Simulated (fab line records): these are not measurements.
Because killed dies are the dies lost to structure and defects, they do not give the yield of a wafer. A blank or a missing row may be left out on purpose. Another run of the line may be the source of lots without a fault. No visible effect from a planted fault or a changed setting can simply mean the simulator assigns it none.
Which of the tools did it? | flow gf180mcu | Sampling: 7 lots, 21 wafers, 4 of 602 route steps

WHAT THE GAUGES READ, wafer by wafer
GF_V3_CD_MEAS_14: target cd 260 nm.
lot  | measured     | on       | cdNm (nm)
L714 | day 22 15:10 | cdSem-01 | 261.3 261.1 260.5
L719 | day 24 20:16 | cdSem-02 | 260.1 258.4 259.2
L723 | day 25 18:59 | cdSem-01 | 260.6 259.8 260.2
L726 | day 27 08:40 | cdSem-02 | 261.3 260.7 261.2
L731 | day 28 13:12 | cdSem-02 | 259.1 259.3 259.0
L732 | day 29 03:22 | cdSem-01 | 259.9 260.9 259.8
L736 | day 30 00:50 | cdSem-01 | 257.8 258.7 258.1

WHICH TOOL RAN EACH LOT (tool, then ch and the chambers of the sampled wafers, then the start)
lot  | GF_STI_DEVELOP_11               | GF_M2_SPUTTER_02            | GF_M2_STRIP_17
L714 | lithoTrack-03 ch 0, day 2 07:11 | pvdSputter-02, day 18 10:16 | plasmaAsher-02 ch 0,1, day 19 11:02
L719 | lithoTrack-04 ch 0, day 3 08:12 | pvdSputter-01, day 20 21:00 | plasmaAsher-03 ch 0,1, day 21 20:34
L723 | lithoTrack-02 ch 0, day 4 05:17 | pvdSputter-01, day 21 21:35 | plasmaAsher-04 ch 0,1, day 22 21:40
L726 | lithoTrack-04 ch 0, day 4 19:58 | pvdSputter-01, day 23 09:58 | plasmaAsher-04 ch 0, day 24 08:40
L731 | lithoTrack-04 ch 0, day 5 23:12 | pvdSputter-02, day 24 23:13 | plasmaAsher-02 ch 0,1, day 25 19:01
L732 | lithoTrack-03 ch 0, day 6 08:32 | pvdSputter-01, day 25 13:12 | plasmaAsher-03 ch 0,1, day 26 10:35
L736 | lithoTrack-03 ch 0, day 7 00:13 | pvdSputter-01, day 26 12:33 | plasmaAsher-03 ch 0,1, day 27 09:26
- GF_STI_DEVELOP_11: develop time 60 s.
- GF_M2_SPUTTER_02: material AlCu, target thk 450 nm, time 23.9 s.
- GF_M2_STRIP_17: strips in O2/N2.

THE ANSWER, worked out from the rows above alone
Rule: the usual values come from the lots themselves. The widest of any qualifying gaps counts: lots, ordered by their means at a reading, are off when they make up no more than a third of the lots, leave a main group of 4 or more, and stand apart from it by 3 or more times the standard deviation of that group's means. If all means in a main group match to the digits the tables above print for the reading, that group is not used. A lot without any number at a reading at which 4 lots or more have one is off too. Any other lot the step has rows for is counted as sound.
Across all readings shown, no lot is off: no conclusion can be drawn from this.

WHAT THE SIMULATOR PUT IN
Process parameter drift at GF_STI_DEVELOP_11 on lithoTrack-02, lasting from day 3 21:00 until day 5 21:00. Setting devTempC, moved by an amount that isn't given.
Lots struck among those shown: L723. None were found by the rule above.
